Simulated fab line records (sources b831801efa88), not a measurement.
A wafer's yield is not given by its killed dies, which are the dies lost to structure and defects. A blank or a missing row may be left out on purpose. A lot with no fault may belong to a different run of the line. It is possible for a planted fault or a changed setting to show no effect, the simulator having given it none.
Problem report in the 8D (eight disciplines) form, filled by code :: flow gf180mcu :: the parts of the form that need people (team, actions taken, sign-off) are left out

## 1. THE ISSUE
Wafers without a fault read 0.814 a.u., standard deviation 0.005; oes-product-au at GF_CONTACT_ETCH_17 reads a mean of 0.780 a.u. on 2 wafers belonging to 2 lots. That puts it -6.7 standard deviations away from the usual mean.
The step: etches SiO2 in C4F8/O2/Ar, stops on CoSi2, target depth 860 nm.
Earliest sighting: wafer L695.3 on rie-diel-03 at day 17 23:00. The record holds 42 wafers of 14 lots with a number at this step. By rule, "out" or "out of limits" means more than 4 standard deviations away from the usual mean. Any other wafer with a number is counted as sound.

## 2. WHAT IT IS; WHAT IT IS NOT
question: which readings at this step
is: oes-product-au
is not: -

question: which lots
is: L695, L696
is not: L691, L692, L694, L697, L705, L706, L707, L708, L710, L711, L712, L713

question: which wafers of those lots
is: L695.3, L696.3
is not: L695.1, L695.2, L696.1, L696.4

question: read on which tools
is: rie-diel-03
is not: rie-diel-01, rie-diel-04

question: when
is: from day 17 23:00
is not: up to then (11 sound wafers); but 29 sound wafers of L696, L697, L705, L706, L707, L708, L710, L711, L712, L713 came after

## 3. SUSPECTS, AND WHAT RULES EACH OUT
Counting: any tool at a process step up to the reading remains a suspect provided it ran every lot that is out. Sound lots after the first of them don't rule it out here, since some wafers of a struck lot are sound.
- rie-diel-03 at GF_CONTACT_ETCH_17 (etches SiO2 in C4F8/O2/Ar, stops on CoSi2, target depth 860 nm): kept. It processed each lot that is out (first: L695, day 17 23:00); up to then, its last sound lot is L694 (day 17 16:00). Out on those wafers are its own readings of oes-product-au.
- Within rie-diel-03 at GF_CONTACT_ETCH_17: the wafers that are out ran in chamber 0; their sound lot-mates ran in chambers 1, 3.
After counting, what remains is rie-diel-03 at GF_CONTACT_ETCH_17.

## 4. THE CAUSE (what the simulator had put in)
rie-diel-03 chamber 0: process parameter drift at GF_CONTACT_ETCH_17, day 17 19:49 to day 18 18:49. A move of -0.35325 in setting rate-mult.
This tool alone remained once counting was done.

## 5. SEQUENCE OF EFFECTS, ordered by route
Each row: a reading where the mean over the struck wafers with a number is more than 3 standard deviations away from the usual. Only readings whose record carries a usual standard deviation are examined. hours: median over the lots of the time between each lot's start at the first step of this table that gives one and its start at this step. sigmas: the change, counted in usual standard deviations.
hours: 0
step: GF_CONTACT_ETCH_17
reading: oes-product-au
usual: 0.814 a.u.
on struck wafers: 0.780
change: -0.033
sigmas: -6.7

hours: 0
step: GF_CONTACT_STRIP_18
reading: oes-product-au
usual: 0.579 a.u.
on struck wafers: 0.609
change: +0.030
sigmas: +7.1

hours: 302
step: GF_PASSIVATION_PROBE_99
reading: killed-at-contacts
usual: 5.6
on struck wafers: 443.5
change: +437.9
sigmas: +99 or more

hours: 302
step: GF_PASSIVATION_PROBE_99
reading: killed-dies
usual: 48
on struck wafers: 492
change: +444
sigmas: +58

hours: 302
step: GF_PASSIVATION_PROBE_99
reading: killed-on-rim
usual: 10
on struck wafers: 96
change: +86
sigmas: +29
Here are the process steps it includes:
- GF_CONTACT_ETCH_17: etches SiO2 in C4F8/O2/Ar, stops on CoSi2, target depth 860 nm.
- GF_CONTACT_STRIP_18: strips in O2/N2.
- GF_PASSIVATION_PROBE_99

## 6. WHAT WOULD HAVE CAUGHT IT SOONER
In this record no reading fell out of limits until day 17 23:00, 3 hours after the fault had begun at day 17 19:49.
